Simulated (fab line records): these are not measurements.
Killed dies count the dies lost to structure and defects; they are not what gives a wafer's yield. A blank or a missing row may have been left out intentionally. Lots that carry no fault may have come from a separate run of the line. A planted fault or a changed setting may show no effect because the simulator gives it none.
Which of the tools did it?	flow sky130	24 lots with 72 wafers sampled at 6 steps, on a route of 708 steps

== WHAT EACH GAUGE READ, for each wafer ==
SKY_VT_ADJUST_LVTN_OVL_MEAS_07. Usual: VT_ADJUST_LVTN_OVL gives 0.6 nm (standard deviation 1.3).
lot	measured	on	VT_ADJUST_LVTN_OVL (nm)	flag
L074	day 6 17:59	overlay-02	1.9 1.6 -0.9	
L075	day 7 00:00	overlay-02	-1.5 -1.2 0.1	
L076	day 7 06:04	overlay-02	0.9 0.3 -1.6	
L077	day 7 15:25	overlay-02	-0.1 -1.0 -1.1	
L078	day 7 21:28	overlay-01	-0.9 -0.2 -1.0	
L079	day 8 02:39	overlay-02	-0.5 -1.1 -1.4	
L080	day 8 13:26	overlay-02	-0.4 1.1 0.2	
L081	day 8 20:54	overlay-01	1.1 1.1 0.3	
L082	day 8 23:27	overlay-01	2.3 1.0 1.9	
L083	day 9 08:24	overlay-02	1.9 0.0 0.0	
L084	day 9 19:21	overlay-02	0.8 -0.3 0.4	
L085	day 9 22:44	overlay-02	0.3 0.9 0.9	
L086	day 10 04:25	overlay-02	1.3 0.0 2.1	
L087	day 10 14:16	overlay-01	0.9 0.1 -0.9	
L088	day 10 21:51	overlay-01	0.3 -0.3 -0.8	
L089	day 11 01:47	overlay-02	1.0 -0.4 0.2	
L090	day 11 14:18	overlay-02	3.5 2.5 0.9	
L091	day 11 22:14	overlay-02	-0.5 1.6 1.6	
L092	day 12 05:04	overlay-01	1.2 3.4 4.2	
L093	day 12 08:14	overlay-02	0.9 1.1 2.8	
L094	day 12 18:15	overlay-02	0.4 1.0 0.7	
L095	day 13 03:24	overlay-01	-0.8 -0.6 0.7	
L096	day 13 05:10	overlay-01	0.7 1.5 2.1	
L097	day 13 12:47	overlay-01	-0.7 -0.9 -0.2	

SKY_GATE_OXIDE_THK_MEAS_02. Usual: GATE_OXIDE_OXIDATION_00_THK gives 10.16 nm (standard deviation 0.16).
lot	measured	on	GATE_OXIDE_OXIDATION_00_THK (nm)	flag
L074	day 12 23:18	film-metro-03	10.21 10.05 9.80	
L075	day 13 05:45	film-metro-01	9.84 10.02 9.93	
L076	day 13 18:30	film-metro-04	10.05 10.29 10.33	
L077	day 14 09:37	film-metro-04	10.10 10.12 10.00	
L078	day 14 14:32	film-metro-03	10.31 10.26 10.18	
L079	day 14 21:02	film-metro-01	10.19 10.17 10.10	
L080	day 15 03:48	film-metro-04	10.24 10.49 10.28	
L081	day 15 12:08	film-metro-04	9.87 9.94 9.99	
L082	day 15 17:47	film-metro-04	9.92 9.95 9.99	
L083	day 16 04:50	film-metro-04	10.27 10.36 10.21	
L084	day 16 19:20	film-metro-04	10.14 9.98 9.99	
L085	day 16 23:26	film-metro-03	10.25 10.21 10.13	
L086	day 17 05:19	film-metro-04	10.26 10.28 10.35	
L087	day 17 17:10	film-metro-03	10.35 10.15 10.23	
L088	day 18 01:19	film-metro-03	10.05 10.00 10.09	
L089	day 18 07:47	film-metro-01	10.15 10.24 9.99	
L090	day 18 20:29	film-metro-04	10.49 10.19 10.49	
L091	day 19 08:41	film-metro-04	10.03 10.13 9.93	
L092	day 19 22:29	film-metro-03	10.34 10.23 10.21	
L093	day 19 22:28	film-metro-01	10.23 10.18 10.30	
L094	day 20 10:35	film-metro-04	10.27 10.30 10.37	
L095	day 20 21:37	film-metro-01	10.22 10.15 10.05	
L096	day 20 23:47	film-metro-01	10.24 10.39 10.17	
L097	day 21 11:19	film-metro-04	10.02 10.05 9.96	

SKY_LOCAL_INTERCONNECT_CD_MEAS_11: target cd 170 nm. Usual: cd-nm reads 169.8 nm (standard deviation 1.5).
lot	measured	on	cd-nm (nm)	flag
L074	day 31 06:11	cd-sem-01	167.7 170.5 169.9	
L075	day 31 11:13	cd-sem-01	167.8 168.3 167.6	
L076	day 32 02:48	cd-sem-01	168.4 169.3 169.2	
L077	day 32 19:14	cd-sem-02	168.7 168.0 167.2	
L078	day 33 02:57	cd-sem-02	170.9 172.2 170.9	
L079	day 33 07:59	cd-sem-01	171.1 170.3 171.9	
L080	day 33 14:35	cd-sem-02	170.9 168.8 168.9	
L081	day 33 22:20	cd-sem-02	169.8 171.6 170.0	
L082	day 34 03:56	cd-sem-02	169.6 169.3 169.4	
L083	day 34 16:44	cd-sem-02	166.7 167.9 167.6	
L084	day 34 23:20	cd-sem-02	167.7 168.6 168.4	
L085	day 35 12:56	cd-sem-01	171.5 171.6 172.5	
L086	day 35 14:07	cd-sem-02	171.5 170.6 170.9	
L087	day 36 01:48	cd-sem-02	170.1 171.1 170.5	
L088	day 36 07:32	cd-sem-02	168.3 168.8 172.1	
L089	day 36 12:29	cd-sem-01	170.7 169.9 169.8	
L090	day 37 01:32	cd-sem-02	171.6 171.8 171.4	
L091	day 37 15:53	cd-sem-02	168.0 169.4 168.7	
L092	day 38 02:40	cd-sem-01	169.7 170.0 169.7	
L093	day 38 01:17	cd-sem-01	168.9 172.4 170.2	
L094	day 38 08:26	cd-sem-02	169.6 169.3 168.8	
L095	day 38 18:37	cd-sem-02	167.4 167.7 168.9	
L096	day 39 00:13	cd-sem-01	168.5 170.6 168.9	
L097	day 39 07:05	cd-sem-01	168.6 169.4 170.5	

SKY_CONTACT_CD_MEAS_14: target cd 170 nm. Usual: cd-nm reads 170.2 nm (standard deviation 1.6).
lot	measured	on	cd-nm (nm)	flag
L074	day 32 12:14	cd-sem-01	169.9 169.1 169.9	
L075	day 32 17:19	cd-sem-01	168.2 169.0 167.6	
L076	day 33 10:03	cd-sem-01	171.3 172.8 171.8	
L077	day 34 01:15	cd-sem-02	170.4 170.8 171.0	
L078	day 34 08:15	cd-sem-01	174.5 173.8 174.8	
L079	day 34 14:35	cd-sem-02	169.6 170.0 169.7	
L080	day 34 21:08	cd-sem-01	172.9 171.9 172.5	
L081	day 35 04:23	cd-sem-02	171.1 171.1 170.6	
L082	day 35 10:05	cd-sem-02	168.7 168.9 169.0	
L083	day 35 23:00	cd-sem-02	168.8 168.1 169.5	
L084	day 36 05:36	cd-sem-02	169.2 168.2 169.1	
L085	day 36 19:17	cd-sem-02	168.5 168.3 167.5	
L086	day 36 20:32	cd-sem-01	169.8 169.0 169.7	
L087	day 37 08:07	cd-sem-02	169.4 169.3 169.0	
L088	day 37 13:50	cd-sem-02	167.4 169.5 168.7	
L089	day 37 18:47	cd-sem-02	171.3 171.6 172.5	
L090	day 38 08:02	cd-sem-01	169.8 169.9 169.9	
L091	day 38 22:21	cd-sem-02	168.5 169.5 170.1	
L092	day 39 09:25	cd-sem-02	169.0 169.3 169.0	
L093	day 39 07:41	cd-sem-02	171.9 171.1 171.5	
L094	day 39 15:02	cd-sem-02	170.7 170.7 171.4	
L095	day 40 00:31	cd-sem-01	170.2 171.2 170.0	
L096	day 40 06:19	cd-sem-02	170.5 170.8 171.1	
L097	day 40 13:05	cd-sem-02	169.3 169.5 171.1	

== EACH LOT AND THE TOOL THAT RAN IT (in order: tool; ch and the chambers of the sampled wafers; start) ==
lot	SKY_LI_CONTACT_ETCH_15	SKY_LOCAL_INTERCONNECT_SPUTTER_00
L074	rie-diel-04 ch 1,2, day 30 00:27	pvd-sputter-04, day 30 01:34
L075	rie-diel-02 ch 0,1,3, day 30 05:18	pvd-sputter-03, day 30 06:25
L076	rie-diel-04 ch 1,2,3, day 30 20:47	pvd-sputter-04, day 30 21:54
L077	rie-diel-02 ch 2,3, day 31 13:02	pvd-sputter-04, day 31 14:10
L078	rie-diel-02 ch 0,1, day 31 21:03	pvd-sputter-03, day 31 22:10
L079	rie-diel-04 ch 0,1,3, day 32 01:17	pvd-sputter-02, day 32 02:31
L080	rie-diel-01 ch 1,2, day 32 08:59	pvd-sputter-04, day 32 10:07
L081	rie-diel-02 ch 0,3, day 32 16:32	pvd-sputter-03, day 32 17:40
L082	rie-diel-01 ch 0,1,2, day 32 23:14	pvd-sputter-04, day 33 00:23
L083	rie-diel-02 ch 0,1, day 33 08:56	pvd-sputter-02, day 33 11:35
L084	rie-diel-04 ch 0,1, day 33 17:35	pvd-sputter-04, day 33 18:43
L085	rie-diel-02 ch 0,1,2, day 34 07:05	pvd-sputter-04, day 34 08:13
L086	rie-diel-04 ch 0,1,2, day 34 08:33	pvd-sputter-04, day 34 09:41
L087	rie-diel-01 ch 0,1, day 34 19:14	pvd-sputter-02, day 34 20:23
L088	rie-diel-02 ch 0,2,3, day 35 00:57	pvd-sputter-04, day 35 02:05
L089	rie-diel-01 ch 0,1,3, day 35 06:50	pvd-sputter-04, day 35 07:58
L090	rie-diel-01 ch 0,1,3, day 35 18:47	pvd-sputter-03, day 35 19:56
L091	rie-diel-04 ch 0,1,2, day 36 09:11	pvd-sputter-04, day 36 10:19
L092	rie-diel-01 ch 0,1,3, day 36 20:15	pvd-sputter-03, day 36 21:26
L093	rie-diel-01 ch 1,2, day 36 19:06	pvd-sputter-03, day 36 20:32
L094	rie-diel-01 ch 0,1,3, day 37 02:29	pvd-sputter-04, day 37 03:44
L095	rie-diel-01 ch 0,1,2, day 37 12:11	pvd-sputter-03, day 37 13:28
L096	rie-diel-01 ch 1,2,3, day 37 17:45	pvd-sputter-03, day 37 19:02
L097	rie-diel-04 ch 1,2,3, day 38 00:51	pvd-sputter-03, day 38 01:59
- SKY_LI_CONTACT_ETCH_15: etches PSG in C4F8/O2/Ar, stops on Si, target depth 600 nm.
- SKY_LOCAL_INTERCONNECT_SPUTTER_00: material TiN, target thk 100 nm, time 83.3 s.

== WHAT THE TOOLS THEMSELVES READ (means of the sampled wafers that have a number; where no wafer has one, the mark that the record gives instead) ==
SKY_LI_CONTACT_ETCH_15. Usual: chamber-pressure-mTorr 40.00 mTorr, standard deviation 0.037; oes-product-au 0.837 a.u., standard deviation 0.0046.
lot	tool	chamber-pressure-mTorr (mTorr)	oes-product-au (a.u.)	flag
L074	rie-diel-04	39.98	0.835	
L075	rie-diel-02	40.02	0.835	
L076	rie-diel-04	40.01	0.838	
L077	rie-diel-02	40.00	0.836	
L078	rie-diel-02	40.01	0.837	
L079	rie-diel-04	40.02	0.838	
L080	rie-diel-01	39.99	0.835	
L081	rie-diel-02	39.96	0.839	
L082	rie-diel-01	39.99	0.837	
L083	rie-diel-02	39.98	0.842	
L084	rie-diel-04	40.02	0.837	
L085	rie-diel-02	39.99	0.840	
L086	rie-diel-04	39.98	0.837	
L087	rie-diel-01	39.95	0.839	
L088	rie-diel-02	40.03	0.839	
L089	rie-diel-01	40.01	0.835	
L090	rie-diel-01	40.00	0.836	
L091	rie-diel-04	40.01	0.832	
L092	rie-diel-01	39.97	0.836	
L093	rie-diel-01	39.94	0.836	
L094	rie-diel-01	40.00	0.839	
L095	rie-diel-01	40.00	0.834	
L096	rie-diel-01	40.02	0.843	
L097	rie-diel-04	40.05	0.837	

SKY_LOCAL_INTERCONNECT_SPUTTER_00. Usual: throttle-valve-pct reads 30.2 % (standard deviation 0.98).
lot	tool	throttle-valve-pct (%)	flag
L074	pvd-sputter-04	29.9	
L075	pvd-sputter-03	30.6	
L076	pvd-sputter-04	30.2	
L077	pvd-sputter-04	30.1	
L078	pvd-sputter-03	30.5	
L079	pvd-sputter-02	30.8	
L080	pvd-sputter-04	30.5	
L081	pvd-sputter-03	29.3	
L082	pvd-sputter-04	31.1	
L083	pvd-sputter-02	30.9	
L084	pvd-sputter-04	29.8	
L085	pvd-sputter-04	30.5	
L086	pvd-sputter-04	30.3	
L087	pvd-sputter-02	30.3	
L088	pvd-sputter-04	30.1	
L089	pvd-sputter-04	30.5	
L090	pvd-sputter-03	30.3	
L091	pvd-sputter-04	29.7	
L092	pvd-sputter-03	30.5	
L093	pvd-sputter-03	29.9	
L094	pvd-sputter-04	30.9	
L095	pvd-sputter-03	29.4	
L096	pvd-sputter-03	29.8	
L097	pvd-sputter-03	29.6	

== THE ANSWER, worked out from the rows above alone ==
Rule: a lot counts as off when the mean over its wafers that have a number is more than 3 standard deviations away from the usual mean. A lot without any number at a reading at which 4 lots or more have one is off too. Where the step has rows for the other lots, those lots are counted as sound. After the gauges, taken in route order, come the tools' own readings; for these a lot's mean is taken, as printed above. At the first step where some lot is off, the reading lying furthest off is the one used; lots without a number count as furthest.
No lot is off on any of the readings shown, so nothing can be concluded from this.

== WHAT THE SIMULATOR PUT IN ==
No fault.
